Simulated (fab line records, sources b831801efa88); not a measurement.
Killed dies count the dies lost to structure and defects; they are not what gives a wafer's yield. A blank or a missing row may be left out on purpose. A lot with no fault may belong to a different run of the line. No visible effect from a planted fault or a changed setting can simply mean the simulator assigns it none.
Code-filled problem report in 8D (eight disciplines) form | flow gf180mcu | the parts of the form that need people (team, actions taken, sign-off) are left out

1. WHAT WENT WRONG
spin_speed_rpm at GF_HV_LDD_COAT_41 reads a mean of 3317.0 rpm on 6 wafers of 2 lots; wafers without a fault read 3000.6 rpm with a standard deviation of 2.2. That is +99 or more standard deviations from the usual mean.
The step: resist thk 1000 nm.
Earliest sighting: wafer L574.4 on litho_track-03 at day 19 06:26. Wafers with a number at this step in the record: 39, from 13 lots. The rule behind "out" and "out of limits": a value lying over 4 standard deviations away from the usual mean. Any other wafer with a number is counted as sound.

2. WHAT IT IS, AND WHAT IT ISN'T
question                    | is                     | is not
which readings at this step | spin_speed_rpm         | -
which lots                  | L574, L576             | L556, L558, L560, L563, L564, L567, L568, L569, L572, L575, L577
which wafers of those lots  | all that have a number | -
read on which tools         | litho_track-03         | litho_track-02, litho_track-04
when                        | from day 19 06:26      | up to then (27 sound wafers); but 6 sound wafers of L575, L577 came after

3. WHAT RULES OUT EACH SUSPECT
Counting: a tool stays on the suspect list if, at a process step up to the reading, it processed all lots that are out and no sound lot following the first of them.
- litho_track-03 at GF_HV_LDD_COAT_41 (resist thk 1000 nm): kept. All lots that are out passed through it, beginning with L574 at day 19 06:26, and no sound lot followed; its final sound lot before that point was L572 at day 18 15:58. Out on those wafers are its own readings of spin_speed_rpm.
The count leaves litho_track-03 at GF_HV_LDD_COAT_41.

4. THE CAUSE (what the simulator had put in)
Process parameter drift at GF_HV_LDD_COAT_41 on litho_track-03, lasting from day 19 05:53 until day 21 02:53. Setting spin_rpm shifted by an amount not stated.
After counting, this tool was the only one left.

5. SEQUENCE OF EFFECTS, ordered by route
One row per reading whose mean, taken over the struck wafers that have a number, lies over 3 standard deviations from the usual. Only readings whose record carries a usual standard deviation are examined. hours: median over the lots of the time between each lot's start at the first step of this table that gives one and its start at this step. sigmas: the change, counted in usual standard deviations.
hours | step               | reading                  | usual      | on struck wafers | change | sigmas
0     | GF_HV_LDD_COAT_41  | spin_speed_rpm           | 3000.6 rpm | 3317.0           | +316.4 | +99 or more
13    | GF_HV_LDD_STRIP_49 | strip_time_to_endpoint_s | 12.63 s    | 12.09            | -0.54  | -17
The process steps in it:
- GF_HV_LDD_COAT_41: resist thk 1000 nm.
- GF_HV_LDD_STRIP_49: strips in O2/N2.
At these later measuring or inspecting steps, every struck wafer for which the step has a row has a number for every such reading, and none has moved that far: GF_HV_LDD_THK_MEAS_57, GF_NSD_CD_MEAS_07.

6. HOW IT WOULD HAVE BEEN CAUGHT EARLIER
In this record the first reading out of limits was taken at day 19 06:26, 1 hour after the fault began at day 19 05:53.
